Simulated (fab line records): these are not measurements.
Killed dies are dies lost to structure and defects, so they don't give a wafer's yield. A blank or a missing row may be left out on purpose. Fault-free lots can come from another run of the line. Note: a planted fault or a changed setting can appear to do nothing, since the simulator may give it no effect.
Matching of chambers | flow gf180mcu | rie diel-02 running GF_M5_ETCH_09: 4 sister chambers
The step etches Si3N4 in CF4/O2, target depth 52 nm, time 11.6 s. 18 wafers are shown with their chamber, then 9 later ones without.

== WAFERS, EACH WITH ITS CHAMBER ==
wafer  | chamber | drypump motor current A (A) | oes product au (a.u.) | throttle valve pct (%)
L076.1 | 3       | 5.3                         | 0.994                 | 5.959
L076.3 | 1       | 5.7                         | 1.001                 | 5.959
L076.5 | 1       | 5.7                         | 0.999                 | 5.975
L077.4 | 1       | 5.7                         | 0.994                 | 5.982
L077.5 | 3       | 5.3                         | 0.987                 | 5.956
L077.6 | 1       | 5.7                         | 0.998                 | 5.993
L078.2 | 3       | 5.3                         | 0.985                 | 5.964
L078.5 | 3       | 5.2                         | 0.991                 | 5.981
L078.6 | 1       | 5.7                         | 1.009                 | 5.954
L080.2 | 1       | 5.7                         | 0.992                 | 5.983
L080.3 | 1       | 5.7                         | 1.001                 | 5.956
L080.5 | 1       | 5.7                         | 1.006                 | 5.959
L088.2 | 2       | 4.9                         | 1.000                 | 5.973
L088.3 | 1       | 5.7                         | 0.996                 | 5.968
L088.5 | 2       | 4.8                         | 0.991                 | 5.968
L089.2 | 0       | 6.0                         | 1.003                 | 5.962
L089.5 | 1       | 5.7                         | 1.005                 | 5.980
L089.6 | 0       | 6.0                         | 1.000                 | 5.972

SIGNATURES, as means of the wafers listed above
reading                 | chamber 0 | chamber 1 | chamber 2 | chamber 3 | scatter within a chamber
drypump motor current A | 6.000     | 5.700     | 4.850     | 5.275     | 0.0299
oes product au          | 1.00150   | 1.00010   | 0.99550   | 0.98925   | 0.00506
throttle valve pct      | 5.96700   | 5.97090   | 5.97050   | 5.96500   | 0.0122
Rule: for a wafer and a chamber, the distance is found by dividing, reading by reading, the gap between the wafer's reading and the chamber's mean by the reading's scatter, squaring, summing and taking the root. The wafer belongs to the nearest chamber; if the next one is less than 2 further off, it can't be placed. The scatter: the root of (the sum of the squares of (reading less its chamber's mean) over the shown wafers, divided by (wafers less chambers)).

== WAFERS WITHOUT THEIR CHAMBER ==
wafer  | drypump motor current A (A) | oes product au (a.u.) | throttle valve pct (%)
L093.1 | 5.7                         | 1.009                 | 5.994
L093.4 | 4.8                         | 1.003                 | 5.989
L093.5 | 6.0                         | 0.984                 | 5.958
L094.1 | 5.7                         | 0.988                 | 5.970
L094.4 | 5.3                         | 0.989                 | 5.965
L094.6 | 5.3                         | 0.995                 | 5.975
L097.2 | 5.9                         | 0.997                 | 5.974
L097.3 | 4.9                         | 1.011                 | 5.970
L097.6 | 4.9                         | 1.010                 | 5.975

== THE CHAMBER EACH PASSED THROUGH ==
wafer  | from the rows above | in truth
L093.1 | 1                   | 1
L093.4 | 2                   | 2
L093.5 | 0                   | 0
L094.1 | 1                   | 1
L094.4 | 3                   | 3
L094.6 | 3                   | 3
L097.2 | 0                   | 0
L097.3 | 2                   | 2
L097.6 | 2                   | 2
Correctly placed: 9 of 9. Can't be placed from these rows: 0. 0 placed wrongly.
